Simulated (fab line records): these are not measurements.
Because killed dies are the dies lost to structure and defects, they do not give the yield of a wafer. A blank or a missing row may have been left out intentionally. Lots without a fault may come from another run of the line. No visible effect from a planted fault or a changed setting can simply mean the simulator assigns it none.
What tool caused it? | flow gf180mcu | 13 lots with 39 wafers sampled at 4 steps, on a route of 602 steps

== WHAT THE GAUGES READ, wafer by wafer ==
GF_M4_OVL_MEAS_15. Usual: M4_OVL typically reads 2 nm, with standard deviation 5.6.
lot  | measured     | on         | M4_OVL (nm) | flag
L268 | day 23 08:34 | overlay-02 | 1 -3 -1     |
L269 | day 23 15:19 | overlay-02 | -9 -2 -3    |
L270 | day 24 00:19 | overlay-01 | -4 -1 2     |
L271 | day 24 05:49 | overlay-02 | 9 4 9       |
L272 | day 24 19:16 | overlay-02 | 7 10 11     |
L274 | day 25 16:20 | overlay-01 | -2 2 6      |
L280 | day 27 11:35 | overlay-02 | 0 0 9       |
L283 | day 28 09:49 | overlay-02 | 11 2 8      |
L284 | day 28 12:16 | overlay-02 | -3 0 4      |
L285 | day 28 17:58 | overlay-02 | 11 10 7     |
L288 | day 29 18:43 | overlay-01 | -7 -1 -1    |
L289 | day 30 03:25 | overlay-01 | 9 7 6       |
L291 | day 30 09:40 | overlay-02 | 8 5 4       |

GF_V5_THK_MEAS_03. Usual: V5_CVD_02_THK typically reads 1454 nm, with standard deviation 19.
lot  | measured     | on            | V5_CVD_02_THK (nm) | flag
L268 | day 26 07:17 | film metro-02 | 1449 1485 1463     |
L269 | day 26 11:55 | film metro-01 | 1449 1411 1443     |
L270 | day 26 20:24 | film metro-02 | 1441 1452 1454     |
L271 | day 27 01:33 | film metro-03 | 1459 1487 1475     |
L272 | day 27 14:11 | film metro-01 | 1454 1446 1478     |
L274 | day 28 10:43 | film metro-01 | 1454 1468 1459     |
L280 | day 30 01:41 | film metro-03 | 1437 1478 1476     |
L283 | day 31 00:17 | film metro-03 | 1448 1442 1454     |
L284 | day 31 00:58 | film metro-03 | 1428 1450 1438     |
L285 | day 31 05:00 | film metro-01 | 1443 1465 1477     |
L288 | day 32 03:09 | film metro-02 | 1452 1482 1484     |
L289 | day 32 12:40 | film metro-03 | 1460 1469 1457     |
L291 | day 32 18:07 | film metro-01 | 1427 1429 1437     |

GF_PASSIVATION_BOW_MEAS_14. Usual: PASSIVATION_BOW typically reads 137 um, with standard deviation 9.7.
lot  | measured     | on            | PASSIVATION_BOW (um) | flag
L268 | day 28 23:45 | film metro-03 | 146 133 143          |
L269 | day 29 04:55 | film metro-04 | 123 114 128          |
L270 | day 29 12:58 | film metro-03 | 150 149 154          |
L271 | day 29 16:43 | film metro-02 | 141 139 145          |
L272 | day 30 05:02 | film metro-04 | 137 125 135          |
L274 | day 30 23:27 | film metro-04 | 129 129 122          |
L280 | day 32 12:13 | film metro-02 | 128 143 142          |
L283 | day 33 07:13 | film metro-03 | 148 147 146          |
L284 | day 33 07:50 | film metro-03 | 128 113 140          |
L285 | day 33 12:26 | film metro-02 | 147 150 135          |
L288 | day 34 07:03 | film metro-04 | 144 132 133          |
L289 | day 34 15:35 | film metro-03 | 129 134 131          |
L291 | day 34 20:50 | film metro-04 | 139 129 142          |

== WHICH TOOL RAN EACH LOT (tool, then ch and the chambers of the sampled wafers, then the start) ==
lot  | GF_DNWELL_DEVELOP_06
L268 | litho track-04 ch 0, day 2 19:00
L269 | litho track-03 ch 0, day 3 00:00
L270 | litho track-02 ch 0, day 3 04:00
L271 | litho track-04 ch 0, day 3 10:00
L272 | litho track-04 ch 0, day 3 15:00
L274 | litho track-04 ch 0, day 4 01:00
L280 | litho track-04 ch 0, day 5 11:00
L283 | litho track-02 ch 0, day 6 02:00
L284 | litho track-03 ch 0, day 6 07:00
L285 | litho track-03 ch 0, day 6 12:00
L288 | litho track-02 ch 0, day 7 04:00
L289 | litho track-02 ch 0, day 7 13:00
L291 | litho track-03 ch 0, day 7 21:00
- GF_DNWELL_DEVELOP_06: develop time 60 s.

== WHAT THE TOOLS THEMSELVES READ (means of the sampled wafers that have a number; where no wafer has one, the mark that the record gives instead) ==
GF_DNWELL_DEVELOP_06. Usual: developer temp C 23.00 C, standard deviation 0.11; resist line temp C 23.01 C, standard deviation 0.1.
lot  | tool           | developer temp C (C) | resist line temp C (C) | flag
L268 | litho track-04 | 22.94                | 22.86                  |
L269 | litho track-03 | 23.06                | 23.14                  |
L270 | litho track-02 | 22.96                | 22.94                  |
L271 | litho track-04 | 22.82                | 23.10                  |
L272 | litho track-04 | 22.98                | 22.99                  |
L274 | litho track-04 | 23.06                | 23.06                  |
L280 | litho track-04 | 22.91                | 23.01                  |
L283 | litho track-02 | 23.00                | 23.12                  |
L284 | litho track-03 | 22.95                | 22.99                  |
L285 | litho track-03 | 23.04                | 23.08                  |
L288 | litho track-02 | 22.89                | 22.95                  |
L289 | litho track-02 | 23.09                | 23.00                  |
L291 | litho track-03 | 23.06                | 23.00                  |

== THE ANSWER, worked out from the rows above alone ==
Rule: take the mean of a lot's wafers that have a number; if it is more than 3 standard deviations from the usual mean, the lot is off. Also off: a lot with no number at a reading for which 4 or more lots have one. Any other lot the step has rows for is counted as sound. The gauges are gone through in route order, then the tools' own readings, and for those a lot's mean is taken as printed above. At the first step where some lot is off, the reading lying furthest off is the one used; lots without a number count as furthest.
No lot is off on any of the readings shown, so nothing can be concluded from this.

== WHAT WAS PUT IN BY THE SIMULATOR ==
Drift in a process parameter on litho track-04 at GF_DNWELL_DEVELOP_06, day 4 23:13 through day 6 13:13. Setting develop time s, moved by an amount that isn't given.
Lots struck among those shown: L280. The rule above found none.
